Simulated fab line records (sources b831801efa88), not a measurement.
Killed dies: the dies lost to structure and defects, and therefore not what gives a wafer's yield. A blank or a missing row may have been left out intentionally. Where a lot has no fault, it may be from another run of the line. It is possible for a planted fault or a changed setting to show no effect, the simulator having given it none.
Which of the tools did it?    flow sky130    39 wafers from 13 lots sampled at 5 of the route's 708 steps

WHAT EACH GAUGE READ, for each wafer
SKY_NWELL_TW_MEAS_26.
lot   measured      on             NWELL_2_TW
L168  day 5 09:57   film metro-01  495 494 497
L169  day 5 11:59   film metro-04  504 505 505
L171  day 6 00:04   film metro-01  495 494 495
L172  day 6 08:19   film metro-02  30 30 30
L180  day 8 05:22   film metro-02  496 497 497
L181  day 9 01:29   film metro-01  495 495 495
L182  day 9 01:43   film metro-02  495 495 499
L183  day 9 08:29   film metro-04  500 502 500
L184  day 9 11:28   film metro-04  499 502 505
L186  day 9 20:34   film metro-01  494 494 496
L189  day 10 14:22  film metro-02  499 500 500
L190  day 11 00:43  film metro-02  497 495 498
L191  day 11 03:41  film metro-04  500 499 499

SKY_LDD_N_OVL_MEAS_07.
lot   measured      on          LDD_N_OVL (nm)
L168  day 17 10:07  overlay-02  1.3 -0.3 0.1
L169  day 17 18:44  overlay-02  -1.1 -0.2 0.1
L171  day 18 16:05  overlay-01  0.7 -0.1 -0.5
L172  day 19 13:59  overlay-01  -0.2 0.5 2.3
L180  day 22 01:16  overlay-01  1.1 -0.6 0.2
L181  day 23 09:43  overlay-01  0.6 0.4 1.3
L182  day 23 08:31  overlay-01  0.1 1.3 0.9
L183  day 23 19:40  overlay-01  -1.8 -1.2 -1.0
L184  day 24 01:14  overlay-01  0.5 0.3 1.3
L186  day 24 11:31  overlay-02  -0.1 0.6 0.0
L189  day 25 05:49  overlay-01  0.2 -2.2 -1.8
L190  day 26 05:01  overlay-02  -0.5 0.1 1.9
L191  day 26 05:40  overlay-02  -1.5 -2.1 -0.9

WHICH TOOL RAN EACH LOT (tool, then ch and the chambers of the sampled wafers, then the start)
lot   SKY_PWDE_STRIP_09                    SKY_NWELL_STRIP_14                    SKY_NWELL_STRIP_25
L168  plasma asher-03 ch 0,1, day 3 23:28  plasma asher-02 ch 0,1, day 4 16:10   plasma asher-04 ch 0,1, day 5 09:51
L169  plasma asher-04 ch 0,1, day 4 00:26  plasma asher-02 ch 0,1, day 4 18:02   plasma asher-04 ch 0,1, day 5 11:53
L171  plasma asher-04 ch 0,1, day 4 12:03  plasma asher-02 ch 0,1, day 5 06:21   plasma asher-02 ch 0,1, day 5 23:57
L172  plasma asher-04 ch 0,1, day 4 20:38  plasma asher-02 ch 0,1, day 5 15:05   plasma asher-04 ch 0,1, day 6 08:14
L180  plasma asher-04 ch 1, day 6 13:06    plasma asher-03 ch 0,1, day 7 09:08   plasma asher-02 ch 0, day 8 05:15
L181  plasma asher-04 ch 0,1, day 7 08:07  plasma asher-03 ch 0,1, day 8 04:46   plasma asher-03 ch 0,1, day 9 01:23
L182  plasma asher-04 ch 0,1, day 7 08:47  plasma asher-04 ch 0,1, day 8 05:02   plasma asher-02 ch 0,1, day 9 01:38
L183  plasma asher-03 ch 0,1, day 7 14:12  plasma asher-04 ch 0, day 8 10:54     plasma asher-03 ch 0,1, day 9 08:23
L184  plasma asher-03 ch 0,1, day 7 17:50  plasma asher-03 ch 0,1, day 8 14:11   plasma asher-04 ch 0,1, day 9 11:23
L186  plasma asher-01 ch 0,1, day 8 01:26  plasma asher-03 ch 0,1, day 8 23:05   plasma asher-02 ch 0,1, day 9 20:28
L189  plasma asher-04 ch 0,1, day 8 18:14  plasma asher-02 ch 0,1, day 9 15:47   plasma asher-02 ch 1, day 10 14:15
L190  plasma asher-03 ch 0,1, day 9 03:37  plasma asher-04 ch 0,1, day 10 02:06  plasma asher-04 ch 0,1, day 11 00:37
L191  plasma asher-01 ch 0,1, day 9 06:07  plasma asher-04 ch 0,1, day 10 04:48  plasma asher-02 ch 0,1, day 11 03:35
- SKY_PWDE_STRIP_09: strips in O2/N2.
- SKY_NWELL_STRIP_14: strips in O2/N2.
- SKY_NWELL_STRIP_25: strips in O2/N2.

WHAT THE TOOLS THEMSELVES READ (means of the sampled wafers that have a number; where no wafer has one, the mark that the record gives instead)
SKY_PWDE_STRIP_09.
lot   tool             drypump motor current A (A)  oes product au (a.u.)  strip time to endpoint s (s)
L168  plasma asher-03  5.6                          0.719                  37.08
L169  plasma asher-04  6.6                          0.719                  36.99
L171  plasma asher-04  6.7                          0.721                  36.95
L172  plasma asher-04  6.6                          0.726                  37.00
L180  plasma asher-04  6.7                          0.723                  36.86
L181  plasma asher-04  6.6                          0.723                  37.03
L182  plasma asher-04  6.7                          0.718                  36.96
L183  plasma asher-03  5.7                          0.725                  36.95
L184  plasma asher-03  5.6                          0.723                  37.03
L186  plasma asher-01  5.7                          0.719                  36.81
L189  plasma asher-04  6.6                          0.723                  36.97
L190  plasma asher-03  5.3                          0.723                  36.95
L191  plasma asher-01  5.2                          0.723                  37.06

SKY_NWELL_STRIP_14.
lot   tool             drypump motor current A (A)  oes product au (a.u.)  strip time to endpoint s (s)
L168  plasma asher-02  5.7                          0.726                  36.94
L169  plasma asher-02  5.7                          0.721                  36.79
L171  plasma asher-02  5.7                          0.724                  36.90
L172  plasma asher-02  5.7                          0.921                  -
L180  plasma asher-03  5.6                          0.721                  37.04
L181  plasma asher-03  5.3                          0.720                  36.84
L182  plasma asher-04  6.6                          0.720                  36.85
L183  plasma asher-04  6.6                          0.721                  36.90
L184  plasma asher-03  5.6                          0.724                  36.92
L186  plasma asher-03  5.6                          0.723                  36.89
L189  plasma asher-02  5.7                          0.719                  36.87
L190  plasma asher-04  6.6                          0.722                  36.98
L191  plasma asher-04  6.6                          0.723                  36.99

SKY_NWELL_STRIP_25.
lot   tool             drypump motor current A (A)  oes product au (a.u.)  strip time to endpoint s (s)
L168  plasma asher-04  6.7                          0.723                  36.87
L169  plasma asher-04  6.6                          0.721                  36.94
L171  plasma asher-02  5.7                          0.722                  36.91
L172  plasma asher-04  6.6                          0.729                  63.55
L180  plasma asher-02  5.7                          0.720                  36.91
L181  plasma asher-03  5.6                          0.717                  36.87
L182  plasma asher-02  5.7                          0.718                  36.93
L183  plasma asher-03  5.3                          0.723                  36.86
L184  plasma asher-04  6.6                          0.720                  36.80
L186  plasma asher-02  5.7                          0.723                  36.80
L189  plasma asher-02  5.7                          0.720                  36.81
L190  plasma asher-04  6.7                          0.723                  36.77
L191  plasma asher-02  5.7                          0.718                  37.05

THE ANSWER, worked out from the rows above alone
Rule: the lots themselves supply what counts as usual. The widest of any qualifying gaps counts: lots, ordered by their means at a reading, are off when they make up no more than a third of the lots, leave a main group of 4 or more, and stand apart from it by 3 or more times the standard deviation of that group's means. Not used: any main group whose means are identical at the precision the tables above print for the reading. A lot without any number at a reading at which 4 lots or more have one is off too. The other lots that the step has rows for count as sound. First the gauges in route order, then the tools' own readings, where a lot's mean is used as printed above. The first step at which some lot is off is used, and at that step the reading that is off furthest; a lot without a number counts as furthest.
Off: L172, at SKY_NWELL_TW_MEAS_26 (NWELL_2_TW). The main group has a mean of 498 with a standard deviation of 3.1.
If a tool, at a process step before that reading, ran all the lots that are off and no sound lot after the first of them, it fits. The gauges at SKY_NWELL_TW_MEAS_26 aren't tried: what is off there is off at SKY_NWELL_STRIP_14 too, on other tools, and a gauge's error can't cause that. None of those tried fits.

WHAT THE SIMULATOR PUT IN
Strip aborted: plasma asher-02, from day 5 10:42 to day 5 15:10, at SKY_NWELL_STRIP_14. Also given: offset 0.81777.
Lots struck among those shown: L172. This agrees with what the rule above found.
